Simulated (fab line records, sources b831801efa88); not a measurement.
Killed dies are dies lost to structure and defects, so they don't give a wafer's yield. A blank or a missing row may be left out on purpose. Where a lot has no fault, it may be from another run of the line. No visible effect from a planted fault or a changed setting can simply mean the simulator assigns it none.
The tool behind it: which one? ; flow sky130 ; Sampling: 12 lots, 36 wafers, 3 of 708 route steps

WHAT THE GAUGES READ, wafer by wafer
SKY_CAPM_RS_MEAS_03: measurement is done with a four-point probe.
lot;measured;on;CAPM_TIN_RS (ohm/sq)
L075;day 36 11:51;film metro-04;6.83 6.86 6.85
L077;day 36 22:49;film metro-01;6.83 6.83 6.84
L079;day 38 12:46;film metro-01;6.96 6.94 6.96
L081;day 38 17:44;film metro-04;6.92 6.99 6.98
L083;day 39 04:31;film metro-01;6.90 6.96 6.87
L084;day 39 16:38;film metro-02;6.96 6.88 6.93
L087;day 40 03:46;film metro-01;7.00 6.96 7.00
L090;day 41 14:57;film metro-01;6.75 6.83 6.90
L089;day 42 01:02;film metro-04;6.80 6.87 6.84
L093;day 42 02:06;film metro-02;6.92 6.93 6.96
L095;day 43 03:30;film metro-04;6.82 6.86 6.83
L096;day 43 09:28;film metro-01;6.80 6.86 6.85

EACH LOT AND THE TOOL THAT RAN IT (in order: tool; ch and the chambers of the sampled wafers; start)
lot;SKY_METAL1_ETCH_18;SKY_METAL2_SPUTTER_00
L075;rie metal-02 ch 1, day 32 23:49;pvd sputter-04, day 34 04:30
L077;rie metal-03 ch 0,1, day 33 11:25;pvd sputter-04, day 34 16:10
L079;rie metal-01 ch 1, day 35 01:34;pvd sputter-03, day 36 05:45
L081;rie metal-01 ch 1, day 35 03:55;pvd sputter-02, day 36 08:50
L083;rie metal-03 ch 0,1, day 35 16:23;pvd sputter-04, day 36 20:38
L084;rie metal-01 ch 0,1, day 36 04:49;pvd sputter-02, day 37 10:35
L087;rie metal-03 ch 0,1, day 36 18:34;pvd sputter-03, day 37 22:41
L090;rie metal-01 ch 0,1, day 38 07:28;pvd sputter-02, day 39 10:37
L089;rie metal-02 ch 0, day 38 15:07;pvd sputter-03, day 39 19:40
L093;rie metal-03 ch 0,1, day 38 17:50;pvd sputter-03, day 39 21:32
L095;rie metal-03 ch 0,1, day 39 22:13;pvd sputter-02, day 41 00:42
L096;rie metal-03 ch 1, day 40 03:15;pvd sputter-02, day 41 06:17
- SKY_METAL1_ETCH_18: etches BARC in N2/H2, stops on SiO2, time 45.9 s, target depth 60 nm.
- SKY_METAL2_SPUTTER_00: material Ti, target thk 15 nm, time 10 s.

THE ANSWER, worked out from the rows above alone
Rule: the usual values come from the lots themselves. The widest of any qualifying gaps counts: lots, ordered by their means at a reading, are off when they make up no more than a third of the lots, leave a main group of 4 or more, and stand apart from it by 3 or more times the standard deviation of that group's means. A main group whose means are all the same, to the digits that the tables above print for the reading, isn't used. A lot without any number at a reading at which 4 lots or more have one is off too. All remaining lots with rows at the step are treated as sound.
Across all readings shown, no lot is off: no conclusion can be drawn from this.

WHAT THE SIMULATOR PUT IN
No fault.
